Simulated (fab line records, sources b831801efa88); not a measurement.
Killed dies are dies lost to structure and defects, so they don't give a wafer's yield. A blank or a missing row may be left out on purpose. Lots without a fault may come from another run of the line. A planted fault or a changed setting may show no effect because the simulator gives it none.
fab line records | flow sfq_line | part 2 of 2: steps 25 to 33 of 33
record lots=5 wafers=15 last_day=83
route steps=325 shown M4@162 I4@163 JJ@178
lots that met no fault: from a run of the same line without faults
start_h: hours from the record's first day to the start of the lot's first wafer shown | wait_h: hours since the lot's step before | " the same as in the row above | L1.1+2: a row that stands for several wafers | - no value, or no start given | * or withheld: withheld | < > ~ a bound
route shown NAME@n: a module of which the file shows steps, and the number in the route of the first | usual: mean/standard deviation of fault-free wafers | same: alike in all rows | chamber/n: place in a boat | sites: the reading at each site | _std_site: their standard deviation | _edge_site: outer sites' mean less inner sites' | radius_mm: how far each site lies from the wafer's centre | mask NAME#n: copy n | behind: the tool/chamber that last shaped the wafer | hold: why the lot was held/for how many hours/how that ended | device: the transistor (n, p or np) that didn't switch | end of line: the same wafers' tests at the end of the route | a step without rows: its recipe alone | killed: dies lost to structure and defects at the first sort, not the wafer's yield | map: a wafer's dies, x killed, . not, _ none there
set.NAME: the setting as run; set.NAME@STEP: as run at that earlier step | model.NAME: the simulator's own value behind a step, which no gauge read
lots at some steps of the route; a table a step, a row a wafer
services: from which hour (start_h, from the record's first day; less than 0 if before it) a tool's chamber was out of use, for how many hours, and why
## steps
# step SFQ_TRILAYER_JJ_CE_LITHO_SOFTBAKE_118
# recipe temp_c=withheld time_s=withheld resist=KrF
# usual exhaust_pa=44.8/0.81
# columns lot.wafer tool chamber start_h wait_h exhaust_pa
L081.2 litho_track-04 0 1225.66 0.2 44.8
L081.3 " 0 " " 45.6
L081.4 " 0 " " 45.6
L087.2 litho_track-04 0 1266.86 0.2 43.9
L087.3 " 0 " " 43.6
L087.4 " 0 " " 45.0
L091.1 litho_track-04 0 1299.25 0.2 44.3
L091.4 " 0 " " 43.7
L091.6 " 0 " " 44.5
L094.1 litho_track-04 0 1323.01 0.2 45.2
L094.4 " 0 " " 45.2
L094.6 " 0 " " 45.3
L097.1 litho_track-01 0 1331.39 0.2 45.2
L097.2 " 0 " " 44.5
L097.3 " 0 " " 45.5
# step SFQ_TRILAYER_JJ_CE_LITHO_EXPOSE_115
# recipe mask_id=J5 na=0.6 source_shape=conventional sigma_outer=0.65 target_cd_nm=700 dose_mj=14.4
# usual focus_offset_nm=0.0/0.54
# columns lot.wafer tool chamber start_h wait_h mask focus_offset_nm
L081.2 krf_scanner-02 0 1341.55 - J5#0 -0.1
L081.3 " 0 " " J5#0 -0.4
L081.4 " 0 " " J5#0 -1.0
L087.2 krf_scanner-01 0 1382.02 - J5#0 0.2
L087.3 " 0 " " J5#0 0.1
L087.4 " 0 " " J5#0 0.4
L091.1 krf_scanner-01 0 1403.42 - J5#0 -0.1
L091.4 " 0 " " J5#0 -0.8
L091.6 " 0 " " J5#0 -0.2
L094.1 krf_scanner-01 0 1438.22 - J5#0 -0.8
L094.4 " 0 " " J5#0 0.4
L094.6 " 0 " " J5#0 -0.7
L097.1 krf_scanner-01 0 1449.02 - J5#0 -0.5
L097.2 " 0 " " J5#0 -0.2
L097.3 " 0 " " J5#0 0.2
# step SFQ_TRILAYER_JJ_CE_LITHO_PEB_117
# recipe peb_temp_c=115 peb_time_s=60 resist=KrF
# usual exhaust_pa=45.1/0.83
# columns lot.wafer tool chamber start_h wait_h exhaust_pa
L081.2 litho_track-04 0 1342.57 0.8 44.8
L081.3 " 0 " " 45.0
L081.4 " 0 " " 44.4
L087.2 litho_track-04 0 1383.05 0.8 45.0
L087.3 " 0 " " 47.0
L087.4 " 0 " " 44.3
L091.1 litho_track-03 0 1404.62 1.0 44.9
L091.4 " 0 " " 45.7
L091.6 " 0 " " 45.4
L094.1 litho_track-01 0 1439.42 1.0 45.4
L094.4 " 0 " " 45.0
L094.6 " 0 " " 44.1
L097.1 litho_track-04 0 1450.22 1.0 44.2
L097.2 " 0 " " 44.5
L097.3 " 0 " " 43.5
# step SFQ_TRILAYER_JJ_CE_LITHO_DEVELOP_116
# recipe time_s=60 resist=KrF
# usual exhaust_pa=44.8/0.81
# columns lot.wafer tool chamber start_h wait_h exhaust_pa
L081.2 litho_track-04 0 1342.72 0.1 44.7
L081.3 " 0 " " 44.3
L081.4 " 0 " " 43.6
L087.2 litho_track-04 0 1383.20 0.1 44.0
L087.3 " 0 " " 44.8
L087.4 " 0 " " 44.8
L091.1 litho_track-03 0 1404.77 0.1 43.5
L091.4 " 0 " " 45.8
L091.6 " 0 " " 45.0
L094.1 litho_track-01 0 1439.57 0.1 45.7
L094.4 " 0 " " 46.3
L094.6 " 0 " " 45.7
L097.1 litho_track-04 0 1450.37 0.1 44.8
L097.2 " 0 " " 45.3
L097.3 " 0 " " 45.2
# step SFQ_JJ_OVL_MEAS_931
# usual J5_OVL=1/5.9
# columns lot.wafer tool chamber start_h wait_h J5_OVL[nm]
L081.2 overlay-02 - 1342.85 0.1 3
L081.3 " - " " 1
L081.4 " - " " 2
L087.2 overlay-02 - 1383.33 0.1 15
L087.3 " - " " 0
L087.4 " - " " 3
L091.1 overlay-02 - 1404.92 0.1 1
L091.4 " - " " 7
L091.6 " - " " 9
L094.1 overlay-01 - 1439.72 0.1 9
L094.4 " - " " 8
L094.6 " - " " 10
L097.1 overlay-01 - 1450.52 0.1 9
L097.2 " - " " 10
L097.3 " - " " 15
# step SFQ_TRILAYER_JJ_CE_METRO_MEASURE_117
# usual cd_nm=700.0/1.4
# columns lot.wafer tool chamber start_h wait_h cd_nm
L081.2 cd_sem-01 - 1343.08 0.2 701.3
L081.3 " - " " 698.9
L081.4 " - " " 701.1
L087.2 cd_sem-01 - 1383.56 0.2 698.4
L087.3 " - " " 697.3
L087.4 " - " " 697.5
L091.1 cd_sem-02 - 1404.96 0.0 702.4
L091.4 " - " " 701.7
L091.6 " - " " 702.3
L094.1 cd_sem-01 - 1439.76 0.0 699.1
L094.4 " - " " 698.7
L094.6 " - " " 699.7
L097.1 cd_sem-02 - 1450.56 0.0 698.9
L097.2 " - " " 698.7
L097.3 " - " " 698.0
# step SFQ_TRILAYER_JJ_CE_BARC_OPEN_RIE_150
# recipe mask_material=PR chemistry=O2 target_depth_nm=240 target=BARC icp_w=600 bias_w=80 pressure_mtorr=10 time_s=80
# usual chamber_pressure_mTorr=10.001/0.0084 drypump_motor_current_A=5.7/0.48 oes_product_au=0.538/0.0047
# columns lot.wafer tool chamber start_h wait_h chamber_pressure_mTorr drypump_motor_current_A oes_product_au rf_hours_counter_h
L081.2 rie_metal-02 0 1344.08 0.8 10.014 6.6 0.530 105
L081.3 " 1 " " 9.996 5.9 0.538 -
L081.4 " 0 " " 10.003 6.6 0.539 -
L087.2 rie_metal-03 1 1384.56 0.8 9.979 5.0 0.541 115
L087.3 " 1 " " 10.007 5.0 0.539 -
L087.4 " 0 " " 10.003 5.9 0.544 -
L091.1 rie_metal-03 1 1406.16 1.0 9.986 5.0 0.541 119
L091.4 " 1 " " 10.014 5.0 0.527 -
L091.6 " 0 " " 9.991 6.0 0.543 -
L094.1 rie_metal-02 0 1440.96 1.0 10.006 6.6 0.545 117
L094.4 " 0 " " 9.983 6.6 0.539 -
L094.6 " 1 " " 9.998 5.9 0.540 -
L097.1 rie_metal-01 1 1451.76 1.0 10.000 5.7 0.534 56
L097.2 " 0 " " 9.996 5.3 0.539 82
L097.3 " 0 " " 10.003 5.4 0.540 -
# step SFQ_TRILAYER_JJ_CE_ETCH_RIE_118
# recipe target=Nb stop_on=Al2O3 mask_material=PR taper_deg=13.257 over_etch_frac=0.15 time_s=97.7 chemistry=SF6 target_depth_nm=170 icp_w=600 bias_w=80 pressure_mtorr=10
# usual chamber_pressure_mTorr=10.000/0.011 drypump_motor_current_A=5.7/0.48 oes_product_au=0.986/0.0067
# columns lot.wafer tool chamber start_h wait_h chamber_pressure_mTorr drypump_motor_current_A oes_product_au rf_hours_counter_h
L081.2 rie_metal-02 0 1344.17 0.1 10.007 6.6 0.986 105
L081.3 " 1 " " 10.019 5.9 0.973 -
L081.4 " 0 " " 10.004 6.6 0.981 -
L087.2 rie_metal-03 1 1384.65 0.1 10.013 5.0 0.986 116
L087.3 " 1 " " 9.986 5.0 0.979 -
L087.4 " 0 " " 9.995 5.9 0.993 -
L091.1 rie_metal-03 1 1406.25 0.1 10.002 5.0 0.985 119
L091.4 " 1 " " 9.997 5.0 0.984 -
L091.6 " 0 " " 9.991 6.0 0.971 -
L094.1 rie_metal-02 0 1441.05 0.1 9.991 6.6 0.985 117
L094.4 " 0 " " 9.999 6.6 0.992 -
L094.6 " 1 " " 10.002 5.9 0.982 -
L097.1 rie_metal-01 1 1451.85 0.1 9.998 5.7 0.982 56
L097.2 " 0 " " 10.001 5.3 0.988 82
L097.3 " 0 " " 9.921 5.3 0.980 -
# step SFQ_TRILAYER_JJ_ANODIZE_ANODIZE_119
# recipe current_density_ma_cm2=withheld end_current_density_ma_cm2=withheld bath_temp_c=withheld
# columns lot.wafer tool chamber start_h wait_h
L081.2+3+4 wet_bench-06 2,1,5 1344.28 0.1
L087.2+3+4 wet_bench-06 7,3,4 1384.76 0.1
L091.1+4+6 wet_bench-06 6,0,3 1406.36 0.1
L094.1+4+6 wet_bench-05 0,1,6 1441.16 0.1
L097.1+2+3 wet_bench-06 5,7,2 1451.96 0.1
## services
# columns tool chamber start_h hours kind
rie_diel-03 0 1068.17 4.1 repair
pvd_sputter-04 - 1072.87 6.5 repair
rie_diel-03 0 1105.18 4.8 repair
rie_diel-03 - 1110.64 2.8 pm
krf_scanner-01 - 1124.68 5.3 repair
krf_scanner-01 - 1137.13 1.3 pm
krf_scanner-01 - 1138.43 4.4 pm
rie_metal-02 - 1145.18 0.5 repair
krf_scanner-01 - 1152.41 1.0 pm
rie_diel-03 2 1165.10 5.6 repair
rie_metal-02 - 1173.26 2.8 pm
krf_scanner-01 - 1183.86 0.8 pm
krf_scanner-01 - 1236.03 3.6 pm
krf_scanner-01 - 1310.38 1.3 pm
krf_scanner-01 - 1315.50 0.5 repair
rie_metal-02 - 1321.17 1.4 pm
krf_scanner-01 - 1321.28 1.0 pm
pvd_sputter-05 - 1346.73 2.1 repair
krf_scanner-01 - 1352.27 0.8 pm
rie_diel-03 1 1361.39 21.0 repair
pvd_sputter-05 - 1372.84 4.2 repair
rie_metal-02 0 1378.67 22.1 repair
pvd_sputter-05 - 1428.47 5.2 repair
pvd_sputter-04 - 1428.72 2.2 repair
